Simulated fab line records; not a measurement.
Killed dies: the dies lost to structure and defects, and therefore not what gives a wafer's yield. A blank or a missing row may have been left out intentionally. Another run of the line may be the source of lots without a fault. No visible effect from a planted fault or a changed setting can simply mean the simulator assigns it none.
Chamber matching || flow sky130 || SKY_METAL4_ETCH_17 on rie diel-03: 4 sister chambers
The step etches SiO2 in C4F8/O2/Ar, stops on TiN, time 3.9 s, target depth 15 nm. 16 wafers are shown with their chamber, then 8 later ones without.

WAFERS, EACH WITH ITS CHAMBER
{"wafer": "L078.2", "chamber": 3, "oes product au (a.u.)": 0.753}
{"wafer": "L078.3", "chamber": 2, "oes product au (a.u.)": 0.744}
{"wafer": "L078.6", "chamber": 1, "oes product au (a.u.)": 0.757}
{"wafer": "L079.1", "chamber": 1, "oes product au (a.u.)": 0.753}
{"wafer": "L079.2", "chamber": 3, "oes product au (a.u.)": 0.753}
{"wafer": "L079.3", "chamber": 2, "oes product au (a.u.)": 0.754}
{"wafer": "L079.4", "chamber": 0, "oes product au (a.u.)": 0.760}
{"wafer": "L079.5", "chamber": 1, "oes product au (a.u.)": 0.762}
{"wafer": "L079.6", "chamber": 2, "oes product au (a.u.)": 0.760}
{"wafer": "L082.1", "chamber": 0, "oes product au (a.u.)": 0.744}
{"wafer": "L082.2", "chamber": 1, "oes product au (a.u.)": 0.752}
{"wafer": "L082.6", "chamber": 1, "oes product au (a.u.)": 0.753}
{"wafer": "L087.3", "chamber": 0, "oes product au (a.u.)": 0.753}
{"wafer": "L087.4", "chamber": 3, "oes product au (a.u.)": 0.755}
{"wafer": "L087.6", "chamber": 3, "oes product au (a.u.)": 0.757}
{"wafer": "L092.1", "chamber": 0, "oes product au (a.u.)": 0.760}

SIGNATURES (averages over the wafers above)
{"reading": "oes product au", "chamber 0": 0.75425, "chamber 1": 0.75540, "chamber 2": 0.75267, "chamber 3": 0.75450, "scatter within a chamber": 0.00565}
Rule: a wafer's distance from a chamber is the root of the sum, over the readings, of the square of ((its reading less the chamber's mean) divided by the reading's scatter). If the next closest chamber is less than 2 further off than the closest, the wafer can't be placed; otherwise it belongs to the closest. The scatter: the root of (the sum of the squares of (reading less its chamber's mean) over the shown wafers, divided by (wafers less chambers)).

WAFERS WITH NO CHAMBER GIVEN
{"wafer": "L092.3", "oes product au (a.u.)": 0.754}
{"wafer": "L092.4", "oes product au (a.u.)": 0.760}
{"wafer": "L096.1", "oes product au (a.u.)": 0.753}
{"wafer": "L096.2", "oes product au (a.u.)": 0.743}
{"wafer": "L096.3", "oes product au (a.u.)": 0.749}
{"wafer": "L097.2", "oes product au (a.u.)": 0.752}
{"wafer": "L097.4", "oes product au (a.u.)": 0.746}
{"wafer": "L097.6", "oes product au (a.u.)": 0.757}

EACH ONE'S CHAMBER
{"wafer": "L092.3", "from the rows above": "can't be placed: 0 or 3 or 2 or 1", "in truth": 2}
{"wafer": "L092.4", "from the rows above": "can't be placed: 1 or 3 or 0 or 2", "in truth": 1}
{"wafer": "L096.1", "from the rows above": "can't be placed: 2 or 0 or 3 or 1", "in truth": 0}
{"wafer": "L096.2", "from the rows above": "can't be placed: 2 or 0 or 3 or 1", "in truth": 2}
{"wafer": "L096.3", "from the rows above": "can't be placed: 2 or 0 or 3 or 1", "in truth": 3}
{"wafer": "L097.2", "from the rows above": "can't be placed: 2 or 0 or 3 or 1", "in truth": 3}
{"wafer": "L097.4", "from the rows above": "can't be placed: 2 or 0 or 3 or 1", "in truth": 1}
{"wafer": "L097.6", "from the rows above": "can't be placed: 1 or 3 or 0 or 2", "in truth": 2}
Placed correctly: 0 of 8. These rows do not allow placing 8 (true chamber among the candidates in 8). Wrongly placed: 0.
